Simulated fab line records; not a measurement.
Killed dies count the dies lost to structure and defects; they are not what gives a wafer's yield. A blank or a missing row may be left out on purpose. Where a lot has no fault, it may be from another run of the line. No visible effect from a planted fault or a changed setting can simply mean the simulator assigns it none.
fab line records | flow gf180mcu
record lots=5 wafers=15 lastDay=34
route steps=602 shown V1@343 M2@362
lots that met no fault: from a run of the same line without faults
startH: hours from the record's first day to the start of the lot's first wafer shown | waitH: hours from the lot's prior step to this one | " same as the row above | L1.1+2: a row that stands for several wafers | - value missing, or start not given | * or withheld: withheld | < > ~ a bound
route shown NAME@n: NAME is a module with steps in the file, n the number in the route of the first one | usual: mean/standard deviation taken from wafers without a fault | same: alike in all rows | chamber/n: place in a boat | sites: each site's reading | _std_site: the standard deviation of these | _edge_site: inner sites' mean taken away from outer sites' mean | radiusMm: how far each site lies from the wafer's centre | mask NAME#n: copy n | behind: the most recent tool/chamber to have shaped the wafer | hold: reason for holding the lot/hours on hold/outcome of the hold | device: names the non-switching transistor (n, p or np) | end of line: the tests these same wafers got at the end of their route | step lacking rows: just its recipe | killed: not the wafer's yield, but the dies lost to structure and defects at the first sort | map: a wafer's dies, marking killed ones x, the rest . and places with no die _
set.NAME: setting as actually run; set.NAME@STEP: the setting as run at that earlier step | model.NAME: the simulator's own value behind a step, which no gauge read
certain route steps with their lots: each step a table, each wafer a row
services: from which hour (startH, from the record's first day; less than 0 if before it) a tool's chamber was out of use, for how many hours, and why
## steps
# step GF_V1_COAT_08
# recipe resist=BARC tempC=withheld timeS=withheld spinRpm=withheld resistThkNm=withheld
# usual exhaustPa=45.1/0.84
# columns lot.wafer tool chamber startH waitH exhaustPa
L085.1 lithoTrack-04 0 496.12 0.1 46.1
L085.5 " 0 " " 45.5
L085.6 " 0 " " 45.1
L086.1 lithoTrack-03 0 504.94 0.1 44.2
L086.4 " 0 " " 44.7
L086.6 " 0 " " 45.6
L087.1 lithoTrack-03 0 520.79 0.1 43.6
L087.3 " 0 " " 43.2
L087.4 " 0 " " 43.6
L089.1 lithoTrack-01 0 533.80 0.1 45.2
L089.2 " 0 " " 45.2
L089.3 " 0 " " 45.8
L096.1 lithoTrack-01 0 588.55 0.1 44.9
L096.4 " 0 " " 44.8
L096.6 " 0 " " 44.1
# step GF_V1_COAT_09
# recipe resist=KrF spinRpm=withheld resistThkNm=1000
# usual exhaustPa=45.0/0.92
# columns lot.wafer tool chamber startH waitH exhaustPa
L085.1 lithoTrack-04 0 - - 46.1
L085.5 " 0 " " 44.0
L085.6 " 0 " " 45.4
L086.1 lithoTrack-03 0 - - 45.6
L086.4 " 0 " " 45.6
L086.6 " 0 " " 44.9
L087.1 lithoTrack-03 0 - - 43.7
L087.3 " 0 " " 45.1
L087.4 " 0 " " 43.9
L089.1 lithoTrack-01 0 - - 45.2
L089.2 " 0 " " 44.9
L089.3 " 0 " " 44.3
L096.1 lithoTrack-01 0 - - 46.0
L096.4 " 0 " " 45.6
L096.6 " 0 " " 45.1
# step GF_V1_SOFTBAKE_10
# recipe tempC=130 timeS=60 resist=KrF
# usual exhaustPa=45.1/0.92 heaterPowerTotalW=93.05/0.058
# columns lot.wafer tool chamber startH waitH exhaustPa heaterPowerTotalW
L085.1 lithoTrack-04 0 - - 45.0 93.04
L085.5 " 0 " " 45.1 93.03
L085.6 " 0 " " 46.0 93.10
L086.1 lithoTrack-03 0 - - 46.7 93.07
L086.4 " 0 " " 46.5 93.11
L086.6 " 0 " " 45.8 92.99
L087.1 lithoTrack-03 0 - - 44.2 93.07
L087.3 " 0 " " 45.1 93.09
L087.4 " 0 " " 44.3 92.97
L089.1 lithoTrack-01 0 - - 43.1 93.13
L089.2 " 0 " " 45.9 93.09
L089.3 " 0 " " 43.7 93.05
L096.1 lithoTrack-01 0 - - 44.2 92.99
L096.4 " 0 " " 46.0 93.01
L096.6 " 0 " " 45.4 93.09
# step GF_V1_EXPOSE_11
# recipe maskId=Via1 targetCdNm=260 na=0.68 sourceShape=conventional sigmaOuter=0.6 doseMj=38
# usual reticleTempC=23.00/0.094 stageVelMmS=500.02/0.24
# columns lot.wafer tool chamber startH waitH mask reticleTempC stageVelMmS
L085.1 krfScanner-01 0 - - Via1#0 23.03 499.94
L085.5 " 0 " " Via1#0 23.01 500.08
L085.6 " 0 " " Via1#0 22.99 499.89
L086.1 krfScanner-02 0 - - Via1#0 22.83 500.33
L086.4 " 0 " " Via1#0 23.13 499.92
L086.6 " 0 " " Via1#0 23.13 499.34
L087.1 krfScanner-02 0 - - Via1#0 22.97 499.83
L087.3 " 0 " " Via1#0 23.06 500.16
L087.4 " 0 " " Via1#0 23.12 499.85
L089.1 krfScanner-01 0 - - Via1#0 22.91 500.17
L089.2 " 0 " " Via1#0 22.94 500.09
L089.3 " 0 " " Via1#0 23.13 500.21
L096.1 krfScanner-01 0 - - Via1#0 22.95 500.13
L096.4 " 0 " " Via1#0 22.96 499.67
L096.6 " 0 " " Via1#0 22.94 500.15
# step GF_V1_PEB_12
# recipe pebTempC=135 pebTimeS=90 resist=KrF
# usual exhaustPa=45.0/0.93 heaterPowerTotalW=85.70/0.082
# columns lot.wafer tool chamber startH waitH exhaustPa heaterPowerTotalW
L085.1 lithoTrack-01 0 - - 44.6 85.64
L085.5 " 0 " " 44.7 85.65
L085.6 " 0 " " 44.1 85.65
L086.1 lithoTrack-03 0 - - 44.7 85.80
L086.4 " 0 " " 44.8 85.60
L086.6 " 0 " " 45.0 85.82
L087.1 lithoTrack-01 0 - - 44.4 85.64
L087.3 " 0 " " 45.6 85.62
L087.4 " 0 " " 45.5 85.53
L089.1 lithoTrack-04 0 - - 45.9 85.68
L089.2 " 0 " " 46.0 85.73
L089.3 " 0 " " 44.6 85.67
L096.1 lithoTrack-01 0 - - 45.3 85.71
L096.4 " 0 " " 44.3 85.68
L096.6 " 0 " " 46.1 85.82
# step GF_V1_DEVELOP_13
# recipe developTimeS=60 resist=KrF devTempC=21
# usual exhaustPa=45.1/0.82
# columns lot.wafer tool chamber startH waitH exhaustPa
L085.1 lithoTrack-01 0 507.80 0.2 44.5
L085.5 " 0 " " 45.1
L085.6 " 0 " " 45.9
L086.1 lithoTrack-03 0 516.84 0.2 45.6
L086.4 " 0 " " 46.0
L086.6 " 0 " " 45.2
L087.1 lithoTrack-01 0 532.40 0.2 46.8
L087.3 " 0 " " 45.8
L087.4 " 0 " " 44.8
L089.1 lithoTrack-04 0 544.97 0.2 46.1
L089.2 " 0 " " 45.6
L089.3 " 0 " " 45.2
L096.1 lithoTrack-01 0 598.95 0.2 46.5
L096.4 " 0 " " 45.7
L096.6 " 0 " " 45.5
# step GF_V1_CD_MEAS_14
# recipe targetCdNm=260
# usual cdNm=260.0/1.4
# columns lot.wafer tool chamber startH waitH cdNm
L085.1 cdSem-01 - 507.95 0.1 260.3
L085.5 " - " " 260.5
L085.6 " - " " 260.9
L086.1 cdSem-02 - 516.99 0.1 261.4
L086.4 " - " " 261.5
L086.6 " - " " 261.8
L087.1 cdSem-01 - 532.55 0.1 258.0
L087.3 " - " " 258.6
L087.4 " - " " 259.2
L089.1 cdSem-02 - 545.12 0.1 259.8
L089.2 " - " " 260.9
L089.3 " - " " 258.4
L096.1 cdSem-01 - 599.11 0.1 262.1
L096.4 " - " " 261.2
L096.6 " - " " 262.5
# step GF_V1_OVL_MEAS_15
# usual V1_OVL=2/4.5
# columns lot.wafer tool chamber startH waitH V1_OVL[nm]
L085.1 overlay-02 - 508.07 0.1 6
L085.5 " - " " 4
L085.6 " - " " 2
L086.1 overlay-02 - 517.11 0.1 -4
L086.4 " - " " 2
L086.6 " - " " 5
L087.1 overlay-02 - 532.67 0.1 -1
L087.3 " - " " 6
L087.4 " - " " 6
L089.1 overlay-02 - 545.24 0.1 -1
L089.2 " - " " 2
L089.3 " - " " 2
L096.1 overlay-01 - 599.23 0.1 4
L096.4 " - " " 7
L096.6 " - " " 8
# step GF_V1_ETCH_16
# recipe chemistry=N2/H2 targetDepthA=withheld overetchA=withheld timeS=withheld target=BARC ionEnergyEv=200 sourceW=500 biasW=100 pressureMtorr=30 n2FlowSccm=100 h2FlowSccm=200
# usual chamberPressureMTorr=30.002/0.027 drypumpMotorCurrentA=5.6/0.31 h2FlowSccm=200.0/0.52 oesProductAu=0.855/0.0044 throttleValvePct=13.225/0.0096
# columns lot.wafer tool chamber startH waitH chamberPressureMTorr drypumpMotorCurrentA h2FlowSccm oesProductAu throttleValvePct
L085.1 rieDiel-04 0 508.11 0.0 30.034 5.9 200.5 0.852 13.224
L085.5 " 2 " " 29.981 5.9 199.9 0.856 13.216
L085.6 " 1 " " 29.992 5.3 200.6 0.853 13.213
L086.1 rieDiel-01 2 517.15 0.0 29.984 5.2 200.1 0.860 13.233
L086.4 " 3 " " 29.995 5.3 199.7 0.853 13.218
L086.6 " 3 " " 29.995 5.4 199.4 0.852 13.229
L087.1 rieDiel-04 2 532.71 0.0 30.033 5.9 199.9 0.846 13.231
L087.3 " 0 " " 29.981 5.9 199.8 0.853 13.217
L087.4 " 3 " " 29.967 5.8 199.7 0.854 13.240
L089.1 rieDiel-01 0 545.28 0.0 29.979 6.1 199.2 0.858 13.233
L089.2 " 3 " " 30.022 5.3 200.4 0.856 13.214
L089.3 " 2 " " 29.994 5.3 199.7 0.858 13.221
L096.1 rieDiel-01 0 599.27 0.0 30.009 6.1 200.3 0.852 13.242
L096.4 " 2 " " 29.981 5.3 199.8 0.859 13.223
L096.6 " 1 " " 30.006 5.3 199.9 0.855 13.210
# step GF_V1_ETCH_17
# recipe chemistry=C4F8/O2/Ar maskMaterial=KrF target=SiO2 stopOn=TiN sourceW=1500 biasW=1200 pressureMtorr=40 c4f8FlowSccm=withheld O2_flow_sccm=6 Ar_flow_sccm=300 timeS=withheld targetDepthA=6300
# usual chamberPressureMTorr=40.00/0.033 oesProductAu=0.855/0.0044
# columns lot.wafer tool chamber startH waitH chamberPressureMTorr oesProductAu
L085.1 rieDiel-04 0 - - 39.99 0.861
L085.5 " 2 " " 39.99 0.854
L085.6 " 1 " " 39.97 0.861
L086.1 rieDiel-01 2 - - 39.98 0.859
L086.4 " 3 " " 40.03 0.858
L086.6 " 3 " " 40.00 0.857
L087.1 rieDiel-04 2 - - 40.00 0.855
L087.3 " 0 " " 39.99 0.851
L087.4 " 3 " " 40.03 0.859
L089.1 rieDiel-01 0 - - 39.93 0.850
L089.2 " 3 " " 40.02 0.856
L089.3 " 2 " " 40.04 0.852
L096.1 rieDiel-01 0 - - 40.01 0.853
L096.4 " 2 " " 40.04 0.851
L096.6 " 1 " " 39.97 0.850
# step GF_V1_STRIP_18
# recipe chemistry=O2/N2 powerW=1400 pressureMtorr=1500 platenTempC=250 o2FlowSccm=3000 n2FlowSccm=300 overashFraction=0.5
# usual chamberPressureMTorr=1500.0/1.3 drypumpMotorCurrentA=5.8/0.37 heaterPowerW=334/43 oesProductAu=0.592/0.0045
# columns lot.wafer tool chamber startH waitH chamberPressureMTorr drypumpMotorCurrentA heaterPowerW oesProductAu rfHoursCounterH
L085.1 plasmaAsher-03 0 508.24 - 1499.0 5.5 312 0.588 87
L085.5 " 0 " " 1501.2 5.5 325 0.587 -
L085.6 " 1 " " 1499.0 5.6 286 0.588 -
L086.1 plasmaAsher-04 1 517.28 - 1500.0 5.5 300 0.591 74
L086.4 " 1 " " 1498.1 5.5 301 0.596 -
L086.6 " 1 " " 1498.1 5.5 285 0.586 -
L087.1 plasmaAsher-03 1 532.84 - 1498.4 5.6 280 0.597 90
L087.3 " 1 " " 1500.0 5.6 292 0.597 -
L087.4 " 0 " " 1499.6 5.5 323 0.580 -
L089.1 plasmaAsher-04 1 545.41 - 1499.1 5.5 296 0.595 77
L089.2 " 0 " " 1499.9 6.2 392 0.596 77
L089.3 " 1 " " 1500.7 5.5 294 0.588 -
L096.1 plasmaAsher-01 1 599.40 - 1502.4 5.6 330 0.592 51
L096.4 " 0 " " 1500.1 6.4 380 0.592 -
L096.6 " 1 " " 1499.0 5.6 325 0.596 -
# step GF_V1_STRIP_19
# recipe chemistry=postEtchResidueRemover timeS=1200 tempC=72.5
# columns lot.wafer tool chamber startH waitH
L085.1+5+6 wetBench-01 2 508.34 0.1
L086.1+4+6 wetBench-04 0 517.38 0.1
L087.1+3+4 wetBench-03 3 532.94 0.1
L089.1+2+3 wetBench-03 1 545.51 0.1
L096.1+4+6 wetBench-03 2 599.50 0.1
# step GF_V1_CLEAN_20
# recipe chemistry=DIW dry=n2Spin
# columns lot.wafer tool chamber startH waitH
L085.1+5+6 wetBench-04 3 508.68 0.0
L086.1+4+6 wetBench-03 3 517.79 0.0
L087.1+3+4 wetBench-01 1 533.28 0.0
L089.1+2+3 wetBench-01 0 545.85 0.0
L096.1+4+6 wetBench-01 1 599.90 0.0
# step GF_V1_SPUTTER_21
# recipe material=Ti targetThkNm=15 chamberPressurePa=5 powerW=2500 substrateTempC=200 timeS=80.02
# usual throttleValvePct=30.3/0.93
# columns lot.wafer tool chamber startH waitH throttleValvePct
L085.1 pvdSputter-04 - 508.79 0.0 28.9
L085.5 " - " " 30.6
L085.6 " - " " 28.8
L086.1 pvdSputter-02 - 517.99 0.0 29.9
L086.4 " - " " 31.0
L086.6 " - " " 30.3
L087.1 pvdSputter-01 - 533.38 0.0 29.7
L087.3 " - " " 29.5
L087.4 " - " " 30.5
L089.1 pvdSputter-02 - 545.94 0.0 31.2
L089.2 " - " " 31.0
L089.3 " - " " 30.1
L096.1 pvdSputter-02 - 599.99 0.0 30.0
L096.4 " - " " 31.4
L096.6 " - " " 31.2
# step GF_V1_SPUTTER_22
# recipe material=TiN targetThkNm=10 chamberPressurePa=5 powerW=4000 timeS=40
# usual throttleValvePct=30.3/0.92
# columns lot.wafer tool chamber startH waitH throttleValvePct
L085.1 pvdSputter-04 - 508.85 0.0 28.7
L085.5 " - " " 30.6
L085.6 " - " " 28.7
L086.1 pvdSputter-02 - 518.05 0.0 30.1
L086.4 " - " " 30.9
L086.6 " - " " 30.2
L087.1 pvdSputter-01 - 533.44 0.0 29.5
L087.3 " - " " 29.9
L087.4 " - " " 30.5
L089.1 pvdSputter-02 - 546.00 0.0 31.6
L089.2 " - " " 31.2
L089.3 " - " " 30.0
L096.1 pvdSputter-02 - 600.05 0.0 30.1
L096.4 " - " " 31.0
L096.6 " - " " 31.2
# step GF_V1_CVD_23
# recipe material=W targetThkNm=350 timeS=105.05 tempC=400 pressureTorr=40
# usual heaterPowerOuterW=530/56 heaterPowerW=869/87
# columns lot.wafer tool chamber startH waitH heaterPowerOuterW heaterPowerW
L085.1 cvdW-01 0 508.89 0.0 462 754
L085.5 " 0 " " 466 776
L085.6 " 0 " " 469 760
L086.1 cvdW-01 0 518.09 0.0 471 773
L086.4 " 0 " " 464 770
L086.6 " 0 " " 467 768
L087.1 cvdW-01 0 533.48 0.0 457 753
L087.3 " 0 " " 467 765
L087.4 " 0 " " 466 785
L089.1 cvdW-02 1 546.04 0.0 587 911
L089.2 " 0 " " 610 998
L089.3 " 0 " " 599 981
L096.1 cvdW-01 0 600.09 0.0 456 772
L096.4 " 0 " " 464 785
L096.6 " 1 " " 543 935
# step GF_V1_RS_MEAS_24
# recipe thkMeasGauge=four-point-probe reads=W_of_V1_CVD_23+TiN_of_V1_SPUTTER_22+Ti_of_V1_SPUTTER_21
# usual V1_W_RS=0.326/0.0048
# columns lot.wafer tool chamber startH waitH V1_W_RS[ohm/sq]
L085.1 filmMetro-03 - 509.11 0.2 0.319
L085.5 " - " " 0.324
L085.6 " - " " 0.321
L086.1 filmMetro-02 - 518.31 0.2 0.322
L086.4 " - " " 0.321
L086.6 " - " " 0.322
L087.1 filmMetro-03 - 533.70 0.2 0.319
L087.3 " - " " 0.320
L087.4 " - " " 0.319
L089.1 filmMetro-01 - 546.15 0.1 0.331
L089.2 " - " " 0.325
L089.3 " - " " 0.328
L096.1 filmMetro-02 - 600.21 0.1 0.325
L096.4 " - " " 0.327
L096.6 " - " " 0.328
# step GF_V1_THK_MEAS_25
# recipe thkMeasGauge=xrf reads=W_of_V1_CVD_23
# usual V1_W_THK=353/6
# columns lot.wafer tool chamber startH waitH V1_W_THK[nm]
L085.1 filmMetro-03 - 509.23 0.1 361
L085.5 " - " " 355
L085.6 " - " " 360
L086.1 filmMetro-02 - 518.43 0.1 361
L086.4 " - " " 361
L086.6 " - " " 359
L087.1 filmMetro-03 - 533.82 0.1 357
L087.3 " - " " 359
L087.4 " - " " 359
L089.1 filmMetro-01 - 546.27 0.1 348
L089.2 " - " " 351
L089.3 " - " " 349
L096.1 filmMetro-02 - 600.33 0.1 357
L096.4 " - " " 356
L096.6 " - " " 354
# step GF_V1_CMP_26
# recipe stopOn=SiO2 downForcePsi=3.5 platenRpm=60 tOverpolishS=15 targetThkNm=0 padVelocityMS=0.94248
# usual motorCurrentA=10.9/0.91 overpolishRunS=14.999/0.0098 platenRpm=60.00/0.038 timeToEndpointS=83/4.7
# columns lot.wafer tool chamber startH waitH motorCurrentA overpolishRunS platenRpm timeToEndpointS
L085.1 cmp-01 2 509.44 0.2 9.7 15.010 60.03 77
L085.6 " 3 " " 11.2 15.001 59.95 85
L085.5 " 0 " " 10.7 14.998 59.98 87
L086.1 cmp-02 3 518.49 0.1 10.1 14.996 59.93 81
L086.4 " 1 " " 12.8 14.991 60.02 90
L086.6 " 3 " " 9.5 15.020 59.99 82
L087.4 cmp-01 2 533.93 0.1 10.3 15.003 59.95 78
L087.3 " 3 " " 9.9 14.999 59.96 84
L087.1 " 0 " " 10.7 15.003 60.06 86
L089.3 cmp-01 0 546.38 0.1 10.7 14.998 59.97 82
L089.1 " 1 " " 10.6 14.999 59.95 76
L089.2 " 2 " " 10.3 15.000 60.07 78
L096.1 cmp-01 1 600.39 0.1 9.8 15.006 60.03 77
L096.4 " 3 " " 10.8 15.007 59.98 82
L096.6 " 2 " " 10.1 14.986 59.93 81
# step GF_M2_SPUTTER_00
# recipe material=Ti targetThkNm=37.5 arrivingIonEnergyEv=80 substrateTempC=200 chamberPressurePa=2 powerW=4000 timeS=150
# usual throttleValvePct=30.3/1.1
# columns lot.wafer tool chamber startH waitH throttleValvePct
L085.1 pvdSputter-03 - 509.59 0.1 31.3
L085.5 " - " " 31.3
L085.6 " - " " 28.3
L086.1 pvdSputter-03 - 518.81 0.3 30.7
L086.4 " - " " 31.3
L086.6 " - " " 29.8
L087.1 pvdSputter-02 - 534.18 0.1 30.1
L087.3 " - " " 30.0
L087.4 " - " " 31.1
L089.1 pvdSputter-02 - 546.63 0.1 29.9
L089.2 " - " " 29.9
L089.3 " - " " 31.2
L096.1 pvdSputter-04 - 600.69 0.2 32.6
L096.4 " - " " 30.8
L096.6 " - " " 29.0
# step GF_M2_SPUTTER_01
# recipe material=TiN targetThkNm=30 powerW=6500 timeS=25 chamberPressurePa=0.4
# usual throttleValvePct=30.3/1.1
# columns lot.wafer tool chamber startH waitH throttleValvePct
L085.1 pvdSputter-03 - 509.69 0.1 31.1
L085.5 " - " " 31.5
L085.6 " - " " 28.5
L086.1 pvdSputter-03 - 518.91 0.1 31.0
L086.4 " - " " 31.3
L086.6 " - " " 29.9
L087.1 pvdSputter-02 - 534.28 0.1 30.1
L087.3 " - " " 29.8
L087.4 " - " " 31.2
L089.1 pvdSputter-02 - 546.73 0.1 29.9
L089.2 " - " " 30.1
L089.3 " - " " 31.1
L096.1 pvdSputter-04 - 600.79 0.1 32.5
L096.4 " - " " 30.7
L096.6 " - " " 29.1
# step GF_M2_SPUTTER_02
# recipe material=AlCu targetThkNm=450 powerW=10600 timeS=23.9 chamberPressurePa=0.4
# usual throttleValvePct=30.3/1.1
# columns lot.wafer tool chamber startH waitH throttleValvePct
L085.1 pvdSputter-03 - 509.72 0.0 31.5
L085.5 " - " " 31.2
L085.6 " - " " 28.6
L086.1 pvdSputter-03 - 518.94 0.0 30.8
L086.4 " - " " 31.2
L086.6 " - " " 29.7
L087.1 pvdSputter-02 - 534.31 0.0 30.3
L087.3 " - " " 30.0
L087.4 " - " " 31.2
L089.1 pvdSputter-02 - 546.76 0.0 29.9
L089.2 " - " " 30.0
L089.3 " - " " 31.2
L096.1 pvdSputter-04 - 600.82 0.0 32.6
L096.4 " - " " 30.7
L096.6 " - " " 29.2
# step GF_M2_SPUTTER_03
# recipe material=Ti targetThkNm=10 substrateTempC=300 chamberPressurePa=0.3 powerW=3000 timeS=6.7
# usual throttleValvePct=30.2/1.1
# columns lot.wafer tool chamber startH waitH throttleValvePct
L085.1 pvdSputter-03 - 509.75 0.0 31.4
L085.5 " - " " 31.4
L085.6 " - " " 28.4
L086.1 pvdSputter-03 - 518.97 0.0 30.8
L086.4 " - " " 31.4
L086.6 " - " " 29.6
L087.1 pvdSputter-02 - 534.34 0.0 30.1
L087.3 " - " " 30.0
L087.4 " - " " 30.9
L089.1 pvdSputter-02 - 546.79 0.0 29.9
L089.2 " - " " 30.3
L089.3 " - " " 31.0
L096.1 pvdSputter-04 - 600.85 0.0 32.6
L096.4 " - " " 30.3
L096.6 " - " " 28.9
# step GF_M2_SPUTTER_04
# recipe material=TiN targetThkNm=50 powerW=6500 timeS=41.7 chamberPressurePa=0.4
# usual throttleValvePct=30.3/1.1
# columns lot.wafer tool chamber startH waitH throttleValvePct
L085.1 pvdSputter-03 - 509.77 0.0 31.3
L085.5 " - " " 31.5
L085.6 " - " " 28.3
L086.1 pvdSputter-03 - 518.99 0.0 30.6
L086.4 " - " " 31.4
L086.6 " - " " 29.5
L087.1 pvdSputter-02 - 534.36 0.0 30.2
L087.3 " - " " 29.8
L087.4 " - " " 31.3
L089.1 pvdSputter-02 - 546.81 0.0 30.0
L089.2 " - " " 30.4
L089.3 " - " " 31.3
L096.1 pvdSputter-04 - 600.87 0.0 32.8
L096.4 " - " " 30.9
L096.6 " - " " 28.9
# step GF_M2_RS_MEAS_05
# recipe thkMeasGauge=four-point-probe reads=TiN_of_M2_SPUTTER_04+Ti_of_M2_SPUTTER_03+AlCu_of_M2_SPUTTER_02+TiN_of_M2_SPUTTER_01+Ti_of_M2_SPUTTER_00
# usual M2_ALCU_RS=0.0693/0.00098
# columns lot.wafer tool chamber startH waitH M2_ALCU_RS[ohm/sq]
L085.1 filmMetro-02 - 509.81 0.0 0.0685
L085.5 " - " " 0.0684
L085.6 " - " " 0.0691
L086.1 filmMetro-03 - 519.03 0.0 0.0689
L086.4 " - " " 0.0678
L086.6 " - " " 0.0697
L087.1 filmMetro-03 - 534.40 0.0 0.0695
L087.3 " - " " 0.0687
L087.4 " - " " 0.0700
L089.1 filmMetro-02 - 546.85 0.0 0.0682
L089.2 " - " " 0.0682
L089.3 " - " " 0.0694
L096.1 filmMetro-03 - 600.93 0.0 0.0704
L096.4 " - " " 0.0701
L096.6 " - " " 0.0689
# step GF_M2_THK_MEAS_06
# recipe thkMeasGauge=xrf reads=AlCu_of_M2_SPUTTER_02
# usual M2_ALCU_THK=446/6.9
# columns lot.wafer tool chamber startH waitH M2_ALCU_THK[nm]
L085.1 filmMetro-02 - 509.93 0.1 451
L085.5 " - " " 452
L085.6 " - " " 445
L086.1 filmMetro-03 - 519.15 0.1 451
L086.4 " - " " 458
L086.6 " - " " 446
L087.1 filmMetro-03 - 534.52 0.1 445
L087.3 " - " " 451
L087.4 " - " " 445
L089.1 filmMetro-02 - 546.97 0.1 454
L089.2 " - " " 451
L089.3 " - " " 444
L096.1 filmMetro-03 - 601.05 0.1 440
L096.4 " - " " 443
L096.6 " - " " 450
# step GF_M2_DEHYDRATE_07
# recipe tempC=200 timeS=60
# usual exhaustPa=45.1/0.86 heaterPowerTotalW=160.37/0.13
# columns lot.wafer tool chamber startH waitH exhaustPa heaterPowerTotalW
L085.1 lithoTrack-01 0 521.05 11.1 44.0 160.51
L085.5 " 0 " " 43.2 160.29
L085.6 " 0 " " 44.2 160.33
L086.1 lithoTrack-04 0 529.62 10.5 45.4 160.31
L086.4 " 0 " " 44.3 160.58
L086.6 " 0 " " 46.9 160.31
L087.1 lithoTrack-04 0 545.12 10.6 42.8 160.35
L087.3 " 0 " " 44.8 160.49
L087.4 " 0 " " 45.3 160.19
L089.1 lithoTrack-01 0 557.35 10.4 44.6 160.43
L089.2 " 0 " " 46.6 160.18
L089.3 " 0 " " 46.3 160.19
L096.1 lithoTrack-02 0 610.73 9.7 45.0 160.22
L096.4 " 0 " " 45.6 160.44
L096.6 " 0 " " 45.6 160.56
# step GF_M2_HMDS_08
# recipe primeTimeS=60 primeTempC=120
# usual exhaustPa=45.0/0.87 primeTempC=119.97/0.14
# columns lot.wafer tool chamber startH waitH exhaustPa primeTempC
L085.1 lithoTrack-01 0 521.20 0.1 45.3 120.08
L085.5 " 0 " " 45.6 120.10
L085.6 " 0 " " 45.5 120.04
L086.1 lithoTrack-04 0 529.77 0.1 47.3 119.95
L086.4 " 0 " " 45.8 119.82
L086.6 " 0 " " 46.0 119.80
L087.1 lithoTrack-04 0 545.27 0.1 45.3 120.02
L087.3 " 0 " " 45.2 120.03
L087.4 " 0 " " 46.1 120.01
L089.1 lithoTrack-01 0 557.50 0.1 45.8 119.80
L089.2 " 0 " " 46.6 120.04
L089.3 " 0 " " 45.3 119.96
L096.1 lithoTrack-02 0 610.88 0.1 45.0 120.05
L096.4 " 0 " " 46.1 120.23
L096.6 " 0 " " 45.2 120.24
# step GF_M2_COAT_09
# recipe resist=KrF spinRpm=withheld resistThkNm=1000
# usual exhaustPa=45.0/0.84
# columns lot.wafer tool chamber startH waitH exhaustPa
L085.1 lithoTrack-01 0 521.35 0.1 44.9
L085.5 " 0 " " 47.3
L085.6 " 0 " " 46.8
L086.1 lithoTrack-04 0 529.92 0.1 43.0
L086.4 " 0 " " 44.7
L086.6 " 0 " " 43.5
L087.1 lithoTrack-04 0 545.42 0.1 45.9
L087.3 " 0 " " 45.6
L087.4 " 0 " " 44.6
L089.1 lithoTrack-01 0 557.65 0.1 45.0
L089.2 " 0 " " 43.9
L089.3 " 0 " " 45.2
L096.1 lithoTrack-02 0 611.03 0.1 44.1
L096.4 " 0 " " 44.7
L096.6 " 0 " " 44.7
# step GF_M2_SOFTBAKE_10
# recipe tempC=130 timeS=60 resist=KrF
# usual exhaustPa=44.9/0.88 heaterPowerTotalW=93.05/0.057
# columns lot.wafer tool chamber startH waitH exhaustPa heaterPowerTotalW
L085.1 lithoTrack-01 0 521.50 0.1 45.5 93.12
L085.5 " 0 " " 44.9 93.04
L085.6 " 0 " " 43.9 93.06
L086.1 lithoTrack-04 0 530.07 0.1 45.7 93.05
L086.4 " 0 " " 44.9 92.94
L086.6 " 0 " " 43.2 93.02
L087.1 lithoTrack-04 0 545.57 0.1 44.9 93.10
L087.3 " 0 " " 44.0 93.05
L087.4 " 0 " " 43.3 93.17
L089.1 lithoTrack-01 0 557.80 0.1 45.2 93.01
L089.2 " 0 " " 45.0 93.01
L089.3 " 0 " " 45.3 93.01
L096.1 lithoTrack-02 0 611.18 0.1 45.7 92.97
L096.4 " 0 " " 46.6 93.04
L096.6 " 0 " " 45.8 93.05
# step GF_M2_EXPOSE_11
# recipe maskId=Metal2 targetCdNm=280 na=0.68 sourceShape=conventional sigmaOuter=0.6 doseMj=28
# usual reticleTempC=22.99/0.098 stageVelMmS=499.97/0.27
# columns lot.wafer tool chamber startH waitH mask reticleTempC stageVelMmS
L085.1 krfScanner-01 0 - - Metal2#0 22.95 499.82
L085.5 " 0 " " Metal2#0 23.01 499.81
L085.6 " 0 " " Metal2#0 23.13 499.89
L086.1 krfScanner-02 0 - - Metal2#0 23.11 499.75
L086.4 " 0 " " Metal2#0 23.07 499.59
L086.6 " 0 " " Metal2#0 23.10 499.58
L087.1 krfScanner-02 0 - - Metal2#0 22.82 499.69
L087.3 " 0 " " Metal2#0 22.97 500.05
L087.4 " 0 " " Metal2#0 22.95 499.59
L089.1 krfScanner-01 0 - - Metal2#0 22.92 500.22
L089.2 " 0 " " Metal2#0 22.85 500.00
L089.3 " 0 " " Metal2#0 22.86 499.94
L096.1 krfScanner-01 0 - - Metal2#0 23.01 499.96
L096.4 " 0 " " Metal2#0 22.96 499.57
L096.6 " 0 " " Metal2#0 23.13 499.67
# step GF_M2_PEB_12
# recipe pebTempC=135 pebTimeS=90 resist=KrF
# usual exhaustPa=44.8/0.97 heaterPowerTotalW=85.69/0.089
# columns lot.wafer tool chamber startH waitH exhaustPa heaterPowerTotalW
L085.1 lithoTrack-01 0 - - 45.9 85.72
L085.5 " 0 " " 44.8 85.74
L085.6 " 0 " " 44.3 85.57
L086.1 lithoTrack-01 0 - - 44.5 85.73
L086.4 " 0 " " 45.5 85.78
L086.6 " 0 " " 44.6 85.79
L087.1 lithoTrack-02 0 - - 44.8 85.82
L087.3 " 0 " " 45.4 85.56
L087.4 " 0 " " 46.8 85.85
L089.1 lithoTrack-02 0 - - 44.3 85.85
L089.2 " 0 " " 44.5 85.58
L089.3 " 0 " " 44.2 85.69
L096.1 lithoTrack-01 0 - - 46.2 85.86
L096.4 " 0 " " 45.6 85.81
L096.6 " 0 " " 45.8 85.66
## services
# columns tool chamber startH hours kind
krfScanner-01 - 475.89 1.3 pm
cmp-01 - 480.30 3.4 repair
rieDiel-01 - 483.23 0.2 repair
rieDiel-01 2 487.11 2.2 repair
cvdW-01 1 495.40 59.2 repair
cmp-01 - 496.20 2.6 repair
krfScanner-01 - 498.96 3.6 pm
cmp-01 - 501.42 0.2 repair
krfScanner-01 - 502.52 1.0 pm
pvdSputter-02 - 508.38 2.3 repair
pvdSputter-04 - 541.57 3.5 repair
cvdW-01 0 543.45 4.4 repair
wetBench-03 - 546.04 0.6 repair
pvdSputter-03 - 549.36 12.6 repair
krfScanner-01 - 558.74 4.0 pm
krfScanner-02 - 562.76 1.0 pm
cmp-01 - 562.78 12.6 pm
krfScanner-01 - 563.79 0.9 repair
rieDiel-01 - 566.53 1.0 repair
rieDiel-01 0 568.81 5.8 repair
rieDiel-04 0 572.53 3.3 repair
pvdSputter-03 - 583.22 0.8 repair
pvdSputter-04 - 603.51 2.1 repair
krfScanner-01 - 618.26 0.8 pm
## key
fault none
